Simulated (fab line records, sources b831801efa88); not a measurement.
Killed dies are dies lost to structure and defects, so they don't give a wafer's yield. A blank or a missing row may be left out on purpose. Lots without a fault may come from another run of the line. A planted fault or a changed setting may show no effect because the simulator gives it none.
One fault seen from 2 desks | flow sky130 | each desk has only its own numbers; what lay behind them comes last

THE METROLOGY DESK
What the gauges read, lot by lot, whatever tool the lot ran on: means of the sampled wafers that have a number. A lot is out of limits, marked OUT, if its mean lies more than 4 standard deviations from the usual mean; the brackets give that distance.
Columns: A = PWDE_TW at SKY_PWDE_TW_MEAS_10, usual 373; B = NWELL_00_OVL at SKY_NWELL_OVL_MEAS_10, usual 0.1 nm
lot  | first seen here | A   | B
L563 | day 4 05:37     | 366 | -0.0
L564 | day 4 20:53     | 372 | 0.9
L572 | day 6 12:25     | 370 | 0.1
L573 | day 6 13:15     | 371 | 0.1
L574 | day 6 20:26     | 372 | 0.1
L578 | day 8 06:01     | 375 | -1.4
L582 | day 8 16:50     | 374 | 1.5
This desk's finding: nothing out of limits on any of the 7 lots.

THE TOOL OWNER'S DESK: implanter-03
The tool's own readings at SKY_NWELL_IMPLANT_13: means of the sampled wafers that have a number, for each lot that ran on this tool. A lot is out of limits, marked OUT, if its mean lies more than 4 standard deviations from the usual mean; the brackets give that distance.
Columns: A = beam_energy_keV at SKY_NWELL_IMPLANT_13, usual 50.001; B = dose_ions_cm2 at SKY_NWELL_IMPLANT_13, usual 7.001e+11; C = end_station_pressure_torr at SKY_NWELL_IMPLANT_13, usual 5e-06 Torr; D = faraday_current_uA at SKY_NWELL_IMPLANT_13, usual 3.94
lot  | first seen here | A      | B                   | C     | D
L564 | day 5 14:34     | 50.017 | 7.001e+11           | 5e-06 | 3.94
L572 | day 7 08:08     | 50.008 | 6.435e+11 (-64) OUT | 5e-06 | 3.64
L573 | day 7 09:19     | 50.007 | 6.432e+11 (-65) OUT | 5e-06 | 3.68
L574 | day 7 16:02     | 49.988 | 6.443e+11 (-63) OUT | 5e-06 | 3.59 (-4.7) OUT
This desk's finding: out of limits on L572, L573, L574; first on L572, day 7 08:08 (dose_ions_cm2 at SKY_NWELL_IMPLANT_13). In limits: L564.

PUT TOGETHER
The tool owner's desk could have raised an alarm at day 7 08:08, on L572, L573, L574.
The metrology desk saw nothing out of limits.
The metrology desk has L572, L573, L574 on record, within its limits.
Of the lots named, all ran SKY_NWELL_IMPLANT_13 on implanter-03.

WHAT THE SIMULATOR HAD PUT IN
Process parameter drift: implanter-03, from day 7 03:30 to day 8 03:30, at SKY_NWELL_IMPLANT_13. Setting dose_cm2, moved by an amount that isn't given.
Lots struck among those shown: L572, L573, L574.
Hours from the fault's start to each desk's first reading out of limits: the tool owner's desk, 5.
